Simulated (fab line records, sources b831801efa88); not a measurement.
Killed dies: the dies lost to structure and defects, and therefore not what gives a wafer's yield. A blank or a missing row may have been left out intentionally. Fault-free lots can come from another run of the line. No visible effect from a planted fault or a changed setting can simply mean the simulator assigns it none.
Split-lot experiment ; flow sfq-line ; route with 325 steps; 5 lots, 23 wafers read

## THE SPLIT
At SFQ_TRILAYER_INCOMING_OXIDATION_002 (target thk 500 nm, ox time 4939 s), the setting ox-time-s was moved away from the recipe's 4939 s on 15 of the 23 wafers read, by -7.8% to +10.9%. The other wafers ran this setting at the recipe's value.

Reading taken at the split's own step.

## THE READING
SiO2_of_TRILAYER_INCOMING_OXIDATION_002.thk-nm (the simulator's own value, which no gauge read), in nm, at SFQ_TRILAYER_INCOMING_OXIDATION_002 (target thk 500 nm, ox time 4939 s). No usual value for it is given in the file. Here, 8 wafers ran the recipe; their average is 490.2 nm with a standard deviation of 9.7 nm.

wafer;tool, chamber at the split;ox-time-s as run, s;against the recipe;SiO2_of_TRILAYER_INCOMING_OXIDATION_002.thk-nm, nm;against lot-mates on the recipe
L076.1;-, -;5478;+10.9%;510.5;no lot-mate on the recipe
L076.2;-, -;5478;+10.9%;518.6;no lot-mate on the recipe
L076.4;-, -;5478;+10.9%;510.7;no lot-mate on the recipe
L076.5;-, -;5478;+10.9%;516.6;no lot-mate on the recipe
L076.6;-, -;5478;+10.9%;512.3;no lot-mate on the recipe
L078.1;-, -;4552;-7.8%;468.8;no lot-mate on the recipe
L078.2;-, -;4552;-7.8%;464.9;no lot-mate on the recipe
L078.3;-, -;4552;-7.8%;460.9;no lot-mate on the recipe
L078.4;-, -;4552;-7.8%;466.9;no lot-mate on the recipe
L078.5;-, -;4552;-7.8%;472.6;no lot-mate on the recipe
L079.1;-, -;4939;recipe;491.1;-
L079.2;-, -;4939;recipe;501;-
L079.3;-, -;4939;recipe;496.3;-
L079.4;-, -;4939;recipe;501.9;-
L079.5;-, -;4939;recipe;496;-
L080.2;furnace-01, 0;4939;recipe;479.2;-
L080.3;furnace-01, 0;4939;recipe;477.2;-
L080.6;furnace-01, 0;4939;recipe;478.8;-
L081.1;-, -;5192;+5.1%;524.1;no lot-mate on the recipe
L081.2;-, -;5192;+5.1%;515.4;no lot-mate on the recipe
L081.3;-, -;5192;+5.1%;525.9;no lot-mate on the recipe
L081.4;-, -;5192;+5.1%;523.3;no lot-mate on the recipe
L081.6;-, -;5192;+5.1%;519.6;no lot-mate on the recipe

THE FIT
A straight line over all 23 wafers: SiO2_of_TRILAYER_INCOMING_OXIDATION_002.thk-nm changes by +2.84 nm for each +1% of ox-time-s; r = +0.87; the points scatter about the line by 11 nm.
Too few moved wafers have a lot-mate on the recipe to fit a line with each lot's own level taken away.

## FILE'S OWN FIT
SiO2_of_TRILAYER_INCOMING_OXIDATION_002.thk-nm changes by +2.84 nm for each +1% of ox-time-s, r = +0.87.
